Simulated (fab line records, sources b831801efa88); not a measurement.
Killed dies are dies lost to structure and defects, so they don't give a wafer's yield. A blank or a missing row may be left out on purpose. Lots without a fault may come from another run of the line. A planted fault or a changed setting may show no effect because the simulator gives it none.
Split-lot experiment | flow gf180mcu | 5 lots, 23 wafers read, on a route of 602 steps

THE SPLIT
At GF_SAB_COAT_04 (resist thk 1000 nm), the setting spin_rpm was moved away from the recipe's 3000 rpm on 10 of the 23 wafers read, by -5.9% to +6.9%. The other wafers ran this setting at the recipe's value.

FROM THE SPLIT TO THE READING: what the file shows between them, 2 steps
- GF_SAB_SOFTBAKE_05: time 60 s
- GF_SAB_EXPOSE_06: exposes mask SAB, target cd 420 nm

THE READING
NOVOLAK_of_SAB_COAT_04.thk_nm (the simulator's own value, which no gauge read), in nm, at GF_SAB_ETCH_11 (etches SiO2 in C4F8/O2/Ar, target depth 55 nm, time 8.5 s). The file gives no usual value for it. The 13 wafers here that ran the recipe average 988.6 nm, standard deviation 4.8 nm.

wafer  | tool, chamber at the split | spin_rpm as run, rpm | against the recipe | NOVOLAK_of_SAB_COAT_04.thk_nm, nm | against lot-mates on the recipe
L074.1 | litho_track-04, 0          | 3000                 | recipe             | 995.7                             | -
L074.2 | litho_track-04, 0          | 3000                 | recipe             | 993.4                             | -
L074.3 | litho_track-04, 0          | 3207                 | +6.9%              | 961.2                             | -32.3
L074.5 | litho_track-04, 0          | 3000                 | recipe             | 991.3                             | -
L074.6 | litho_track-04, 0          | 3207                 | +6.9%              | 961.7                             | -31.8
L077.2 | litho_track-04, 0          | 3146                 | +4.9%              | 961.3                             | -25.2
L077.3 | litho_track-04, 0          | 3146                 | +4.9%              | 964.2                             | -22.2
L077.4 | litho_track-04, 0          | 3146                 | +4.9%              | 964.4                             | -22.1
L077.5 | litho_track-04, 0          | 3000                 | recipe             | 985                               | -
L077.6 | litho_track-04, 0          | 3000                 | recipe             | 987.9                             | -
L079.1 | litho_track-02, 0          | 3000                 | recipe             | 991                               | -
L079.2 | litho_track-02, 0          | 3000                 | recipe             | 993.1                             | -
L079.3 | litho_track-02, 0          | 3000                 | recipe             | 993.2                             | -
L079.4 | litho_track-02, 0          | 2822                 | -5.9%              | 1025                              | +32.6
L079.5 | litho_track-02, 0          | 2822                 | -5.9%              | 1024                              | +31.6
L080.1 | litho_track-03, 0          | 3058                 | +1.9%              | 981.3                             | -7.2
L080.2 | litho_track-03, 0          | 3058                 | +1.9%              | 982.9                             | -5.6
L080.3 | litho_track-03, 0          | 3058                 | +1.9%              | 981.1                             | -7.4
L080.4 | litho_track-03, 0          | 3000                 | recipe             | 987.2                             | -
L080.6 | litho_track-03, 0          | 3000                 | recipe             | 989.7                             | -
L082.1 | litho_track-04, 0          | 3000                 | recipe             | 981.1                             | -
L082.3 | litho_track-04, 0          | 3000                 | recipe             | 980.4                             | -
L082.5 | litho_track-04, 0          | 3000                 | recipe             | 983.4                             | -

THE FIT
A straight line over all 23 wafers: NOVOLAK_of_SAB_COAT_04.thk_nm changes by -5.01 nm for each +1% of spin_rpm; r = -0.96; the points scatter about the line by 4.7 nm.
The same after taking each lot's own level away (the mean of its wafers on the recipe; 23 wafers): -4.92 nm for each +1%; r = -0.99; scatter 1.8 nm.
On that fit, the largest move of spin_rpm shifts the reading by 34 nm.
The lots' own levels span 981.63 to 993.47 nm, that is 2.5 times the standard deviation above.
So the lot-to-lot level changes the slope little: the two slopes agree.
Check: with one of the wafers moved furthest among these (+6.9%) left out of the fit, the line predicts -33.2 nm for it against its lot-mates. It came out at -32.3 nm against them.

OTHER SPLITS ON THESE WAFERS
These wafers also went through other splits before the reading. Each is held against what the fit with the lots' levels taken away leaves over:
other split on the same wafers   | wafers away from the commonest value | r with NOVOLAK_of_SAB_COAT_04.thk_nm (lot level and that fit taken away)
GF_DUAL_GATE_OXIDATION_15 temp_c | 15                                   | +0.23
GF_POLY_GATE_ETCH_13 bias_w      | 7                                    | -0.04
GF_HV_LDD_EXPOSE_04 dose_mj      | 7                                    | +0.39
GF_HV_LDD_STRIP_22 platen_temp_c | 6                                    | +0.03
GF_HV_LDD_DEVELOP_30 dev_temp_c  | 8                                    | +0.20
GF_HV_LDD_CVD_54 target_thk_nm   | 18                                   | -0.20
GF_NSD_COAT_02 spin_rpm          | 6                                    | -0.12
GF_NSD_IMPLANT_10 energy_kev     | 8                                    | -0.07
GF_PSD_COAT_02 spin_rpm          | 7                                    | +0.15
GF_PSD_IMPLANT_09 tilt_deg       | 8                                    | -0.09

THE WHOLE CHAIN: every reading that the file lists as answering this split, in the file's order
step            | what it does                                              | reading                                                                        | change (the file's fit)              | r (the file's)
GF_SAB_COAT_04  | resist thk 1000 nm                                        | NOVOLAK_of_SAB_COAT_04.thk_nm (the simulator's own value, which no gauge read) | -4.83 nm for each +1% of the setting | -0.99
GF_SAB_ETCH_11  | etches SiO2 in C4F8/O2/Ar, target depth 55 nm, time 8.5 s | NOVOLAK_of_SAB_COAT_04.thk_nm (the simulator's own value, which no gauge read) | -4.86 nm for each +1% of the setting | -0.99
GF_SAB_STRIP_13 | strips in O2/N2                                           | strip_time_to_endpoint_s                                                       | withheld for each +1% of the setting | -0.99

THE FILE'S OWN FIT
NOVOLAK_of_SAB_COAT_04.thk_nm changes by -4.86 nm for each +1% of spin_rpm, r = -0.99.
